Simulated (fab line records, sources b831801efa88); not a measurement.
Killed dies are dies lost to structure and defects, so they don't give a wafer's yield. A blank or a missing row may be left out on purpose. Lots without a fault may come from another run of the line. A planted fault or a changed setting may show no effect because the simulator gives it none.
fab line records | flow gf180mcu
record lots=5 wafers=15 last_day=34
route steps=602 shown M1@321 V1@335
lots that met no fault: from a run of the same line without faults
start_h: hours from the record's first day to the start of the lot's first wafer shown | wait_h: hours since the lot's step before | " the same as in the row above | L1.1+2: a row that stands for several wafers | - no value, or no start given | * or withheld: withheld | < > ~ a bound
route shown NAME@n: a module of which the file shows steps, and the number in the route of the first | usual: mean/standard deviation of fault-free wafers | same: alike in all rows | chamber/n: place in a boat | sites: the reading at each site | _std_site: their standard deviation | _edge_site: outer sites' mean less inner sites' | radius_mm: how far each site lies from the wafer's centre | mask NAME#n: copy n | behind: the tool/chamber that last shaped the wafer | hold: why the lot was held/for how many hours/how that ended | device: the transistor (n, p or np) that didn't switch | end of line: the same wafers' tests at the end of the route | a step without rows: its recipe alone | killed: dies lost to structure and defects at the first sort, not the wafer's yield | map: a wafer's dies, x killed, . not, _ none there
set.NAME: the setting as run; set.NAME@STEP: as run at that earlier step | model.NAME: the simulator's own value behind a step, which no gauge read
lots at some steps of the route; a table a step, a row a wafer
services: from which hour (start_h, from the record's first day; less than 0 if before it) a tool's chamber was out of use, for how many hours, and why
## steps
# step GF_M1_THK_MEAS_06
# recipe thk_meas_gauge=xrf reads=AlCu_of_M1_SPUTTER_02
# usual M1_ALCU_THK=462/5.9
# columns lot.wafer tool chamber start_h wait_h M1_ALCU_THK[nm]
L079.2 film_metro-01 - 411.23 0.1 458
L079.3 " - " " 466
L079.4 " - " " 463
L088.3 film_metro-04 - 502.12 0.1 462
L088.4 " - " " 467
L088.5 " - " " 460
L090.1 film_metro-04 - 510.76 0.1 466
L090.5 " - " " 472
L090.6 " - " " 460
L093.3 film_metro-04 - 530.99 0.1 464
L093.5 " - " " 475
L093.6 " - " " 467
L096.3 film_metro-01 - 550.94 0.1 464
L096.4 " - " " 464
L096.6 " - " " 466
# step GF_M1_DEHYDRATE_07
# recipe temp_c=200 time_s=60
# same time_s=60
# columns lot.wafer tool chamber start_h wait_h
L079.2+3+4 litho_track-02 0 422.50 11.3
L088.3+4+5 litho_track-03 0 512.91 10.8
L090.1+5+6 litho_track-01 0 521.63 10.9
L093.3+5+6 litho_track-02 0 542.23 11.2
L096.3+4+6 litho_track-03 0 561.21 10.3
# step GF_M1_HMDS_08
# recipe prime_time_s=60 prime_temp_c=120
# columns lot.wafer tool chamber start_h wait_h
L079.2+3+4 litho_track-02 0 422.65 0.1
L088.3+4+5 litho_track-03 0 513.06 0.1
L090.1+5+6 litho_track-01 0 521.78 0.1
L093.3+5+6 litho_track-02 0 542.38 0.1
L096.3+4+6 litho_track-03 0 561.36 0.1
# step GF_M1_COAT_09
# recipe resist=KrF spin_rpm=withheld resist_thk_nm=1000
# columns lot.wafer tool chamber start_h wait_h
L079.2+3+4 litho_track-02 0 422.80 0.1
L088.3+4+5 litho_track-03 0 513.21 0.1
L090.1+5+6 litho_track-01 0 521.93 0.1
L093.3+5+6 litho_track-02 0 542.53 0.1
L096.3+4+6 litho_track-03 0 561.51 0.1
# step GF_M1_SOFTBAKE_10
# recipe temp_c=129.3 time_s=60 resist=KrF
# same time_s=60
# columns lot.wafer tool chamber start_h wait_h
L079.2+3+4 litho_track-02 0 422.95 0.1
L088.3+4+5 litho_track-03 0 513.36 0.1
L090.1+5+6 litho_track-01 0 522.08 0.1
L093.3+5+6 litho_track-02 0 542.68 0.1
L096.3+4+6 litho_track-03 0 561.66 0.1
# step GF_M1_EXPOSE_11
# recipe mask_id=Metal1 target_cd_nm=230 na=0.68 source_shape=conventional sigma_outer=0.6 dose_mj=28
# same na=0.68
# columns lot.wafer tool chamber start_h wait_h mask
L079.2+3+4 krf_scanner-02 0 - - Metal1#0
L088.3+4+5 krf_scanner-01 0 - - Metal1#0
L090.1+5+6 krf_scanner-01 0 - - Metal1#0
L093.3+5+6 krf_scanner-02 0 - - Metal1#0
L096.3+4+6 krf_scanner-01 0 - - Metal1#0
# step GF_M1_PEB_12
# recipe peb_temp_c=135 peb_time_s=91.55 resist=KrF
# usual plate_sensor_t_centre_C=136.13/0.0092 plate_sensor_t_edge_C=136.29/0.0097
# same peb_time_s=91.55
# columns lot.wafer tool chamber start_h wait_h plate_sensor_t_centre_C plate_sensor_t_edge_C
L079.2 litho_track-03 0 - - 136.12 136.28
L079.3 " 0 " " 136.13 136.3
L079.4 " 0 " " 136.13 136.3
L088.3 litho_track-02 0 - - 136.12 136.29
L088.4 " 0 " " 136.12 136.28
L088.5 " 0 " " 136.14 136.3
L090.1 litho_track-01 0 - - 136.13 136.3
L090.5 " 0 " " 136.12 136.31
L090.6 " 0 " " 136.13 136.28
L093.3 litho_track-03 0 - - 136.12 136.29
L093.5 " 0 " " 136.13 136.29
L093.6 " 0 " " 136.13 136.3
L096.3 litho_track-03 0 - - 136.12 136.3
L096.4 " 0 " " 136.12 136.29
L096.6 " 0 " " 136.14 136.3
# step GF_M1_DEVELOP_13
# recipe develop_time_s=60 dev_temp_c=21
# columns lot.wafer tool chamber start_h wait_h
L079.2+3+4 litho_track-03 0 435.29 0.2
L088.3+4+5 litho_track-02 0 525.18 0.1
L090.1+5+6 litho_track-01 0 533.48 0.2
L093.3+5+6 litho_track-03 0 553.51 0.1
L096.3+4+6 litho_track-03 0 572.81 0.1
# step GF_M1_CD_MEAS_14
# recipe target_cd_nm=230
# usual cd_nm=230.6/1
# columns lot.wafer tool chamber start_h wait_h cd_nm
L079.2 cd_sem-02 - 435.43 0.1 231.1
L079.3 " - " " 231.2
L079.4 " - " " 230.9
L088.3 cd_sem-01 - 525.32 0.1 230.5
L088.4 " - " " 231.4
L088.5 " - " " 231.2
L090.1 cd_sem-01 - 533.63 0.1 229.6
L090.5 " - " " 231.1
L090.6 " - " " 232.1
L093.3 cd_sem-02 - 553.68 0.1 231.6
L093.5 " - " " 232.2
L093.6 " - " " 232.0
L096.3 cd_sem-02 - 572.95 0.1 230.4
L096.4 " - " " 229.3
L096.6 " - " " 230.2
# step GF_M1_OVL_MEAS_15
# usual M1_OVL=2/5.9
# columns lot.wafer tool chamber start_h wait_h M1_OVL[nm]
L079.2 overlay-01 - 435.54 0.1 -10
L079.3 " - " " -13
L079.4 " - " " -13
L088.3 overlay-01 - 525.41 0.1 9
L088.4 " - " " 7
L088.5 " - " " 7
L090.1 overlay-02 - 533.75 0.1 5
L090.5 " - " " 4
L090.6 " - " " 8
L093.3 overlay-01 - 553.77 0.1 12
L093.5 " - " " 6
L093.6 " - " " 7
L096.3 overlay-01 - 573.04 0.1 5
L096.4 " - " " 8
L096.6 " - " " 4
# step GF_M1_METAL_ETCH_16
# recipe chemistry=Cl2/BCl3 mask_material=KrF target_depth_nm=627.5 stop_on=SiO2 pressure_mtorr=8 icp_w=800 bias_w=140 Cl2_flow_sccm=80 bcl3_flow_sccm=40 time_s=104.6
# usual bias_w=139.9/0.39 drypump_motor_current_A=5.61/0.28 oes_product_au=0.973/0.0071 throttle_valve_pct=28.250/0.011
# same time_s=104.6
# columns lot.wafer tool chamber start_h wait_h bias_w drypump_motor_current_A oes_product_au rf_hours_counter_h throttle_valve_pct
L079.2 rie_metal-01 1 435.57 0.0 139.6 5.50 0.975 10.2 28.252
L079.3 " 0 " " 139.7 5.84 0.977 - 28.235
L079.4 " 1 " " 139.6 5.46 0.977 - 28.251
L088.3 rie_metal-03 0 525.51 0.1 140.1 5.35 0.971 - 28.244
L088.4 " 0 " " 140.2 5.33 0.975 - 28.245
L088.5 " 0 " " 139.9 5.35 0.973 - 28.249
L090.1 rie_metal-01 0 533.79 0.0 141.1 5.87 0.981 9.0 28.253
L090.5 " 0 " " 140.1 5.85 0.977 - 28.234
L090.6 " 0 " " 140.2 5.87 0.974 - 28.263
L093.3 rie_metal-03 0 553.87 0.1 139.8 5.33 0.976 - 28.256
L093.5 " 0 " " 139.7 5.34 0.982 - 28.265
L093.6 " 0 " " 139.6 5.33 0.977 - 28.261
L096.3 rie_metal-01 0 573.10 0.1 139.8 5.89 0.978 - 28.247
L096.4 " 1 " " 140.1 5.43 0.974 - 28.255
L096.6 " 1 " " 140.4 5.50 0.990 - 28.240
# step GF_M1_STRIP_17
# recipe chemistry=O2/N2 power_w=1400 pressure_mtorr=1500 platen_temp_c=250 o2_flow_sccm=3000 n2_flow_sccm=300 overash_fraction=0.5
# usual drypump_motor_current_A=5.6/0.44 heater_power_w=307/35 o2_flow_sccm=3000/8.5 oes_product_au=0.559/0.005 strip_time_to_endpoint_s=7.91/0.043
# columns lot.wafer tool chamber start_h wait_h drypump_motor_current_A heater_power_w o2_flow_sccm oes_product_au rf_hours_counter_h strip_time_to_endpoint_s
L079.2 plasma_asher-03 1 435.68 0.1 5.4 244 3006 0.558 70 7.87
L079.3 " 0 " " 6.1 328 2991 0.559 - 7.86
L079.4 " 1 " " 5.4 242 3009 0.562 - 7.92
L088.3 plasma_asher-02 0 525.69 0.1 5.6 333 2994 0.559 - 7.94
L088.4 " 1 " " 6.1 320 3006 0.560 - 7.89
L088.5 " 0 " " 5.6 346 2991 0.568 - 7.93
L090.1 plasma_asher-03 0 534.01 0.2 6.1 338 2998 0.555 80 7.81
L090.5 " 1 " " 5.3 248 3001 0.555 - 7.85
L090.6 " 0 " " 6.1 342 3008 0.551 - 7.85
L093.3 plasma_asher-03 1 554.05 0.1 5.4 244 3006 0.569 - 7.92
L093.5 " 1 " " 5.4 245 2996 0.560 - 7.93
L093.6 " 0 " " 6.0 331 3005 0.554 - 7.93
L096.3 plasma_asher-01 1 573.21 0.1 4.8 324 2994 0.562 - 7.90
L096.4 " 0 " " 5.4 293 3007 0.559 - 7.87
L096.6 " 0 " " 5.4 293 3005 0.560 - 7.83
# step GF_M1_STRIP_18
# recipe chemistry=post_etch_residue_remover time_s=1200 temp_c=72.5
# usual temp_c=72.51/0.14
# same time_s=1200
# columns lot.wafer tool chamber start_h wait_h temp_c
L079.2 wet_bench-03 1 435.78 0.1 72.68
L079.3 " 1 " " 72.70
L079.4 " 1 " " 72.62
L088.3 wet_bench-04 2 525.76 0.0 72.48
L088.4 " 2 " " 72.42
L088.5 " 2 " " 72.49
L090.1 wet_bench-02 1 534.11 0.1 72.79
L090.5 " 1 " " 72.86
L090.6 " 1 " " 72.63
L093.3 wet_bench-02 2 554.12 0.0 72.41
L093.5 " 2 " " 72.53
L093.6 " 2 " " 72.40
L096.3 wet_bench-03 2 573.28 0.0 72.75
L096.4 " 2 " " 72.76
L096.6 " 2 " " 72.79
# step GF_M1_CLEAN_19
# recipe chemistry=DIW dry=n2_spin
# columns lot.wafer tool chamber start_h wait_h
L079.2+3+4 wet_bench-04 3 436.12 0.0
L088.3+4+5 wet_bench-02 2 526.10 0.0
L090.1+5+6 wet_bench-04 1 534.46 0.0
L093.3+5+6 wet_bench-04 3 554.49 0.0
L096.3+4+6 wet_bench-02 2 573.65 0.0
# step GF_V1_CVD_00
# recipe material=SiO2 target_thk_nm=600 sigma_open_frac=0.3 temp_c=400 time_s=100 sih4_flow_sccm=60 pressure_mtorr=6
# same time_s=100
# columns lot.wafer tool chamber start_h wait_h
L079.2+3+4 hdpcvd-02 2,0,1 436.21 0.0
L088.3+4+5 hdpcvd-02 0,2,0 526.19 0.0
L090.1+5+6 hdpcvd-01 0,1,0 534.56 0.0
L093.3+5+6 hdpcvd-02 2,0,1 554.58 0.0
L096.3+4+6 hdpcvd-02 0,1,2 573.75 0.0
# step GF_V1_THK_MEAS_01
# recipe reads=SiO2_of_V1_CVD_00
# usual V1_CVD_00_THK=599/5.5
# columns lot.wafer tool chamber start_h wait_h V1_CVD_00_THK[nm]
L079.2 film_metro-03 - 436.30 0.0 592
L079.3 " - " " 597
L079.4 " - " " 607
L088.3 film_metro-03 - 526.28 0.1 603
L088.4 " - " " 596
L088.5 " - " " 602
L090.1 film_metro-03 - 534.64 0.0 601
L090.5 " - " " 598
L090.6 " - " " 598
L093.3 film_metro-01 - 554.68 0.1 592
L093.5 " - " " 599
L093.6 " - " " 590
L096.3 film_metro-02 - 573.84 0.1 599
L096.4 " - " " 599
L096.6 " - " " 595
# step GF_V1_CVD_02
# recipe material=SiO2 target_thk_nm=850 precursor=TEOS temp_c=400 time_s=94.851 rf_w=600
# usual heater_power_w=649/100
# same time_s=94.851
# columns lot.wafer tool chamber start_h wait_h heater_power_w
L079.2 pecvd-03 0 436.35 0.0 583
L079.3 " 2 " " 686
L079.4 " 0 " " 461
L088.3 pecvd-02 2 526.32 0.0 621
L088.4 " 1 " " 490
L088.5 " 2 " " 500
L090.1 pecvd-03 0 534.70 0.1 550
L090.5 " 2 " " 585
L090.6 " 1 " " 607
L093.3 pecvd-03 2 554.72 0.0 674
L093.5 " 0 " " 446
L093.6 " 2 " " 565
L096.3 pecvd-03 1 573.88 0.0 712
L096.4 " 1 " " 742
L096.6 " 0 " " 507
# step GF_V1_THK_MEAS_03
# recipe reads=SiO2_of_V1_CVD_02
# usual V1_CVD_02_THK=853/9.8
# columns lot.wafer tool chamber start_h wait_h V1_CVD_02_THK[nm]
L079.2 film_metro-01 - 436.43 0.0 847
L079.3 " - " " 850
L079.4 " - " " 860
L088.3 film_metro-03 - 526.41 0.1 859
L088.4 " - " " 870
L088.5 " - " " 868
L090.1 film_metro-02 - 534.77 0.0 835
L090.5 " - " " 858
L090.6 " - " " 858
L093.3 film_metro-03 - 554.81 0.1 848
L093.5 " - " " 864
L093.6 " - " " 856
L096.3 film_metro-03 - 573.97 0.1 847
L096.4 " - " " 855
L096.6 " - " " 862
# step GF_V1_CMP_04
# recipe material=SiO2 down_force_psi=4 platen_rpm=60 pad_velocity_m_s=0.94248
# usual motor_current_A=12.0/1.2 time_to_endpoint_s=83/5.1
# columns lot.wafer tool chamber start_h wait_h motor_current_A time_to_endpoint_s
L079.3 cmp-01 3 436.48 0.0 10.9 78
L079.2 " 0 " " 13.0 74
L079.4 " 2 " " 12.1 82
L088.4 cmp-01 1 526.55 0.1 9.4 88
L088.3 " 2 " " 11.6 81
L088.5 " 0 " " 13.2 85
L090.1 cmp-01 0 534.98 0.2 12.7 74
L090.5 " 1 " " 10.4 80
L090.6 " 2 " " 11.9 78
L093.3 cmp-01 2 554.85 0.0 11.9 79
L093.6 " 2 " " 11.7 82
L093.5 " 3 " " 10.4 91
L096.3 cmp-01 1 574.14 0.2 10.6 77
L096.4 " 0 " " 12.7 79
L096.6 " 1 " " 10.3 80
# step GF_V1_BOW_MEAS_05
# recipe mode=bow
# usual V1_BOW=82/8.2
# columns lot.wafer tool chamber start_h wait_h V1_BOW[um]
L079.2 film_metro-03 - 436.80 0.2 90
L079.3 " - " " 86
L079.4 " - " " 81
L088.3 film_metro-01 - 526.79 0.1 85
L088.4 " - " " 89
L088.5 " - " " 80
L090.1 film_metro-01 - 535.13 0.1 92
L090.5 " - " " 88
L090.6 " - " " 82
L093.3 film_metro-01 - 555.19 0.3 75
L093.5 " - " " 82
L093.6 " - " " 72
L096.3 film_metro-01 - 574.48 0.3 92
L096.4 " - " " 88
L096.6 " - " " 91
# step GF_V1_DEHYDRATE_06
# recipe temp_c=200 time_s=60
# same time_s=60
# columns lot.wafer tool chamber start_h wait_h
L079.2+3+4 litho_track-04 0 448.65 11.8
L088.3+4+5 litho_track-04 0 537.72 10.9
L090.1+5+6 litho_track-04 0 545.42 10.3
L093.3+5+6 litho_track-01 0 566.03 10.8
L096.3+4+6 litho_track-04 0 584.92 10.4
# step GF_V1_HMDS_07
# recipe prime_time_s=60 prime_temp_c=120
# columns lot.wafer tool chamber start_h wait_h
L079.2+3+4 litho_track-04 0 448.80 0.1
L088.3+4+5 litho_track-04 0 537.87 0.1
L090.1+5+6 litho_track-04 0 545.57 0.1
L093.3+5+6 litho_track-01 0 566.18 0.1
L096.3+4+6 litho_track-04 0 585.07 0.1
# step GF_V1_COAT_08
# recipe resist=BARC temp_c=withheld time_s=withheld spin_rpm=withheld resist_thk_nm=withheld
# columns lot.wafer tool chamber start_h wait_h
L079.2+3+4 litho_track-04 0 448.95 0.1
L088.3+4+5 litho_track-04 0 538.02 0.1
L090.1+5+6 litho_track-04 0 545.72 0.1
L093.3+5+6 litho_track-01 0 566.33 0.1
L096.3+4+6 litho_track-04 0 585.22 0.1
# step GF_V1_COAT_09
# recipe resist=KrF spin_rpm=withheld resist_thk_nm=1000
# columns lot.wafer tool chamber start_h wait_h
L079.2+3+4 litho_track-04 0 - -
L088.3+4+5 litho_track-04 0 - -
L090.1+5+6 litho_track-04 0 - -
L093.3+5+6 litho_track-01 0 - -
L096.3+4+6 litho_track-04 0 - -
# step GF_V1_SOFTBAKE_10
# recipe temp_c=130 time_s=60 resist=KrF
# same time_s=60
# columns lot.wafer tool chamber start_h wait_h
L079.2+3+4 litho_track-04 0 - -
L088.3+4+5 litho_track-04 0 - -
L090.1+5+6 litho_track-04 0 - -
L093.3+5+6 litho_track-01 0 - -
L096.3+4+6 litho_track-04 0 - -
# step GF_V1_EXPOSE_11
# recipe mask_id=Via1 target_cd_nm=260 na=0.68 source_shape=conventional sigma_outer=0.6 dose_mj=38
# same na=0.68
# columns lot.wafer tool chamber start_h wait_h mask
L079.2+3+4 krf_scanner-01 0 - - Via1#0
L088.3+4+5 krf_scanner-01 0 - - Via1#0
L090.1+5+6 krf_scanner-02 0 - - Via1#0
L093.3+5+6 krf_scanner-01 0 - - Via1#0
L096.3+4+6 krf_scanner-01 0 - - Via1#0
# step GF_V1_PEB_12
# recipe peb_temp_c=135 peb_time_s=90 resist=KrF
# same peb_time_s=90
# columns lot.wafer tool chamber start_h wait_h
L079.2+3+4 litho_track-01 0 - -
L088.3+4+5 litho_track-01 0 - -
L090.1+5+6 litho_track-04 0 - -
L093.3+5+6 litho_track-04 0 - -
L096.3+4+6 litho_track-04 0 - -
# step GF_V1_DEVELOP_13
# recipe develop_time_s=60 resist=KrF dev_temp_c=21
# columns lot.wafer tool chamber start_h wait_h
L079.2+3+4 litho_track-01 0 461.06 0.2
L088.3+4+5 litho_track-01 0 549.43 0.1
L090.1+5+6 litho_track-04 0 557.42 0.2
L093.3+5+6 litho_track-04 0 577.12 0.1
L096.3+4+6 litho_track-04 0 596.07 0.1
# step GF_V1_CD_MEAS_14
# recipe target_cd_nm=260
# usual cd_nm=259.7/1.1
# columns lot.wafer tool chamber start_h wait_h cd_nm
L079.2 cd_sem-02 - 461.20 0.1 260.0
L079.3 " - " " 259.0
L079.4 " - " " 260.1
L088.3 cd_sem-02 - 549.57 0.1 258.6
L088.4 " - " " 259.1
L088.5 " - " " 260.1
L090.1 cd_sem-02 - 557.57 0.1 259.6
L090.5 " - " " 258.9
L090.6 " - " " 260.4
L093.3 cd_sem-02 - 577.26 0.1 259.6
L093.5 " - " " 258.4
L093.6 " - " " 258.4
L096.3 cd_sem-02 - 596.24 0.1 261.6
L096.4 " - " " 260.1
L096.6 " - " " 260.0
# step GF_V1_OVL_MEAS_15
# usual V1_OVL=-2/6.6
# columns lot.wafer tool chamber start_h wait_h V1_OVL[nm]
L079.2 overlay-01 - 461.31 0.1 -10
L079.3 " - " " -4
L079.4 " - " " -4
L088.3 overlay-02 - 549.66 0.1 -1
L088.4 " - " " -6
L088.5 " - " " -3
L090.1 overlay-01 - 557.69 0.1 -1
L090.5 " - " " -3
L090.6 " - " " -11
L093.3 overlay-02 - 577.35 0.1 4
L093.5 " - " " 7
L093.6 " - " " 4
L096.3 overlay-02 - 596.33 0.1 -1
L096.4 " - " " -1
L096.6 " - " " 4
# step GF_V1_ETCH_16
# recipe chemistry=N2/H2 target_depth_a=withheld overetch_a=withheld time_s=withheld target=BARC ion_energy_ev=200 source_w=500 bias_w=100 pressure_mtorr=30 n2_flow_sccm=100 h2_flow_sccm=200
# usual bias_w=100.04/0.29 drypump_motor_current_A=5.6/0.35 oes_product_au=0.855/0.0051 throttle_valve_pct=13.225/0.0084
# columns lot.wafer tool chamber start_h wait_h bias_w drypump_motor_current_A oes_product_au throttle_valve_pct
L079.2 rie_diel-03 3 461.34 0.0 100.30 5.8 0.860 13.219
L079.3 " 1 " " 100.42 6.0 0.848 13.227
L079.4 " 2 " " 99.75 6.1 0.854 13.228
L088.3 rie_diel-03 2 549.69 0.0 99.95 6.1 0.863 13.226
L088.4 " 0 " " 100.30 5.1 0.841 13.210
L088.5 " 1 " " 100.56 6.0 0.854 13.215
L090.1 rie_diel-02 0 557.73 0.0 100.53 5.3 0.856 13.219
L090.5 " 2 " " 100.00 5.0 0.850 13.219
L090.6 " 0 " " 100.50 5.2 0.850 13.226
L093.3 rie_diel-02 0 577.37 0.0 99.86 5.2 0.851 13.239
L093.5 " 0 " " 100.14 5.3 0.853 13.230
L093.6 " 3 " " 100.21 5.6 0.859 13.223
L096.3 rie_diel-01 0 596.35 0.0 100.25 5.7 0.844 13.222
L096.4 " 1 " " 99.91 5.9 0.852 13.218
L096.6 " 0 " " 100.13 5.7 0.852 13.220
# step GF_V1_ETCH_17
# recipe chemistry=C4F8/O2/Ar mask_material=KrF target=SiO2 stop_on=TiN source_w=1500 bias_w=1200 pressure_mtorr=40 c4f8_flow_sccm=withheld O2_flow_sccm=6 Ar_flow_sccm=300 time_s=withheld target_depth_a=6300
# usual bias_w=1200/3.7 oes_product_au=0.856/0.0046
# columns lot.wafer tool chamber start_h wait_h bias_w oes_product_au
L079.2 rie_diel-03 3 - - 1198 0.850
L079.3 " 1 " " 1198 0.856
L079.4 " 2 " " 1199 0.851
L088.3 rie_diel-03 2 - - 1199 0.851
L088.4 " 0 " " 1199 0.851
L088.5 " 1 " " 1204 0.864
L090.1 rie_diel-02 0 - - 1199 0.853
L090.5 " 2 " " 1201 0.856
L090.6 " 0 " " 1202 0.854
L093.3 rie_diel-02 0 - - 1200 0.846
L093.5 " 0 " " 1194 0.854
L093.6 " 3 " " 1201 0.862
L096.3 rie_diel-01 0 - - 1197 0.858
L096.4 " 1 " " 1202 0.857
L096.6 " 0 " " 1194 0.849
# step GF_V1_STRIP_18
# recipe chemistry=O2/N2 power_w=1400 pressure_mtorr=1500 platen_temp_c=250 o2_flow_sccm=3000 n2_flow_sccm=300 overash_fraction=0.5
# usual drypump_motor_current_A=5.71/0.29 heater_power_w=311/39 o2_flow_sccm=3001/9.1 oes_product_au=0.593/0.0051
# columns lot.wafer tool chamber start_h wait_h drypump_motor_current_A heater_power_w o2_flow_sccm oes_product_au rf_hours_counter_h
L079.2 plasma_asher-03 0 461.47 - 6.07 334 2999 0.595 72
L079.3 " 0 " " 6.09 338 3010 0.592 -
L079.4 " 1 " " 5.37 244 3014 0.601 -
L088.3 plasma_asher-03 1 549.85 - 5.37 242 2990 0.598 -
L088.4 " 0 " " 6.06 339 3000 0.599 -
L088.5 " 0 " " 6.06 333 3004 0.590 -
L090.1 plasma_asher-03 1 557.85 - 5.37 240 3001 0.592 82
L090.5 " 1 " " 5.35 247 3006 0.595 -
L090.6 " 0 " " 6.09 334 3007 0.584 -
L093.3 plasma_asher-03 1 577.54 - 5.35 245 3000 0.592 -
L093.5 " 1 " " 5.36 248 2998 0.581 -
L093.6 " 0 " " 6.06 335 2999 0.587 -
L096.3 plasma_asher-04 1 596.52 - 5.82 329 3007 0.582 -
L096.4 " 0 " " 5.51 339 3003 0.591 -
L096.6 " 0 " " 5.49 351 3003 0.590 -
# step GF_V1_STRIP_19
# recipe chemistry=post_etch_residue_remover time_s=1200 temp_c=72.5
# usual temp_c=72.46/0.13
# same time_s=1200
# columns lot.wafer tool chamber start_h wait_h temp_c
L079.2 wet_bench-04 1 461.57 0.1 72.42
L079.3 " 1 " " 72.38
L079.4 " 1 " " 72.42
L088.3 wet_bench-02 1 549.92 0.0 72.60
L088.4 " 1 " " 72.49
L088.5 " 1 " " 72.68
L090.1 wet_bench-02 3 557.95 0.1 72.37
L090.5 " 3 " " 72.26
L090.6 " 3 " " 72.26
L093.3 wet_bench-04 1 577.60 0.0 72.61
L093.5 " 1 " " 72.71
L093.6 " 1 " " 72.63
L096.3 wet_bench-02 2 596.58 0.0 72.52
L096.4 " 2 " " 72.55
L096.6 " 2 " " 72.26
# step GF_V1_CLEAN_20
# recipe chemistry=DIW dry=n2_spin
# columns lot.wafer tool chamber start_h wait_h
L079.2+3+4 wet_bench-02 2 461.94 0.0
L088.3+4+5 wet_bench-01 2 550.29 0.0
L090.1+5+6 wet_bench-04 1 558.33 0.0
L093.3+5+6 wet_bench-02 1 578.29 0.0
L096.3+4+6 wet_bench-04 3 596.92 0.0
# step GF_V1_SPUTTER_21
# recipe material=Ti target_thk_nm=15 chamber_pressure_pa=5 power_w=2500 substrate_temp_c=200 time_s=80.02
# usual substrate_temp_c=199.99/0.15 throttle_valve_pct=30.0/0.65
# same time_s=80.02
# columns lot.wafer tool chamber start_h wait_h substrate_temp_c throttle_valve_pct
L079.2 pvd_sputter-02 - 462.05 0.0 199.81 29.4
L079.3 " - " " 200.01 30.2
L079.4 " - " " 199.95 30.6
L088.3 pvd_sputter-02 - 550.38 0.0 199.92 30.7
L088.4 " - " " 200.01 30.2
L088.5 " - " " 200.20 30.0
L090.1 pvd_sputter-02 - 558.42 0.0 199.82 30.8
L090.5 " - " " 199.91 30.6
L090.6 " - " " 199.93 30.7
L093.3 pvd_sputter-04 - 578.39 0.0 199.96 30.6
L093.5 " - " " 200.26 28.4
L093.6 " - " " 200.07 29.4
L096.3 pvd_sputter-03 - 597.11 0.0 200.08 31.0
L096.4 " - " " 200.14 30.2
L096.6 " - " " 200.26 29.7
# step GF_V1_SPUTTER_22
# recipe material=TiN target_thk_nm=10 chamber_pressure_pa=5 power_w=4000 time_s=40
# usual throttle_valve_pct=30.0/0.65
# same time_s=40
# columns lot.wafer tool chamber start_h wait_h throttle_valve_pct
L079.2 pvd_sputter-02 - 462.11 0.0 29.8
L079.3 " - " " 30.4
L079.4 " - " " 30.7
L088.3 pvd_sputter-02 - 550.44 0.0 30.5
L088.4 " - " " 30.1
L088.5 " - " " 29.9
L090.1 pvd_sputter-02 - 558.48 0.0 30.8
L090.5 " - " " 30.7
L090.6 " - " " 30.4
L093.3 pvd_sputter-04 - 578.45 0.0 30.6
L093.5 " - " " 28.4
L093.6 " - " " 29.3
L096.3 pvd_sputter-03 - 597.17 0.0 31.2
L096.4 " - " " 30.2
L096.6 " - " " 29.6
# step GF_V1_CVD_23
# recipe material=W target_thk_nm=350 time_s=105.05 temp_c=400 pressure_torr=40
# usual heater_power_w=788/96
# same time_s=105.05
# columns lot.wafer tool chamber start_h wait_h heater_power_w
L079.2 cvd_w-01 1 462.15 0.0 882
L079.3 " 1 " " 878
L079.4 " 0 " " 723
L088.3 cvd_w-01 0 550.52 0.1 730
L088.4 " 1 " " 858
L088.5 " 1 " " 843
L090.1 cvd_w-02 1 558.52 0.0 677
L090.5 " 1 " " 672
L090.6 " 0 " " 893
L093.3 cvd_w-02 0 578.52 0.1 908
L093.5 " 0 " " 897
L093.6 " 1 " " 691
L096.3 cvd_w-02 0 597.24 0.1 907
L096.4 " 1 " " 689
L096.6 " 1 " " 699
# step GF_V1_RS_MEAS_24
# recipe thk_meas_gauge=four-point-probe reads=W_of_V1_CVD_23+TiN_of_V1_SPUTTER_22+Ti_of_V1_SPUTTER_21
# usual V1_W_RS=0.324/0.0049
# columns lot.wafer tool chamber start_h wait_h V1_W_RS[ohm/sq]
L079.2 film_metro-01 - 462.28 0.1 0.332
L079.3 " - " " 0.331
L079.4 " - " " 0.326
L088.3 film_metro-02 - 550.63 0.1 0.323
L088.4 " - " " 0.325
L088.5 " - " " 0.322
L090.1 film_metro-02 - 558.63 0.1 0.328
L090.5 " - " " 0.328
L090.6 " - " " 0.316
L093.3 film_metro-01 - 578.64 0.1 0.320
L093.5 " - " " 0.317
L093.6 " - " " 0.326
L096.3 film_metro-01 - 597.36 0.1 0.316
L096.4 " - " " 0.322
L096.6 " - " " 0.321
# step GF_V1_THK_MEAS_25
# recipe thk_meas_gauge=xrf reads=W_of_V1_CVD_23
# usual V1_W_THK=356/7.2
# columns lot.wafer tool chamber start_h wait_h V1_W_THK[nm]
L079.2 film_metro-01 - 462.39 0.1 358
L079.3 " - " " 357
L079.4 " - " " 361
L088.3 film_metro-02 - 550.73 0.1 354
L088.4 " - " " 356
L088.5 " - " " 357
L090.1 film_metro-02 - 558.75 0.1 349
L090.5 " - " " 352
L090.6 " - " " 362
L093.3 film_metro-01 - 578.74 0.1 364
L093.5 " - " " 365
L093.6 " - " " 356
L096.3 film_metro-01 - 597.46 0.1 367
L096.4 " - " " 361
L096.6 " - " " 359
## services
# columns tool chamber start_h hours kind
cmp-01 - 404.00 4.0 pm
hdpcvd-02 - 407.97 0.7 repair
krf_scanner-01 - 414.31 1.3 pm
krf_scanner-01 - 420.53 1.0 pm
rie_diel-03 3 427.45 10.0 repair
rie_diel-02 0 442.80 2.3 repair
krf_scanner-01 - 458.34 1.9 repair
cmp-01 - 467.72 1.7 repair
cmp-01 - 475.53 8.8 pm
krf_scanner-01 - 492.17 4.4 pm
wet_bench-02 - 503.09 1.1 repair
krf_scanner-01 - 514.61 0.8 pm
hdpcvd-02 - 519.89 3.6 repair
krf_scanner-01 - 542.74 4.4 pm
rie_diel-02 3 556.00 2.6 repair
pecvd-03 2 557.10 2.1 repair
rie_diel-03 - 563.22 0.3 repair
rie_diel-02 2 573.38 14.9 repair
hdpcvd-02 - 575.17 1.1 repair
krf_scanner-01 - 589.47 1.0 pm
pecvd-03 - 591.12 14.0 pm
krf_scanner-01 - 591.22 1.3 pm
cmp-01 - 592.22 1.5 repair
rie_diel-03 0 596.78 20.0 repair
## key
fault none
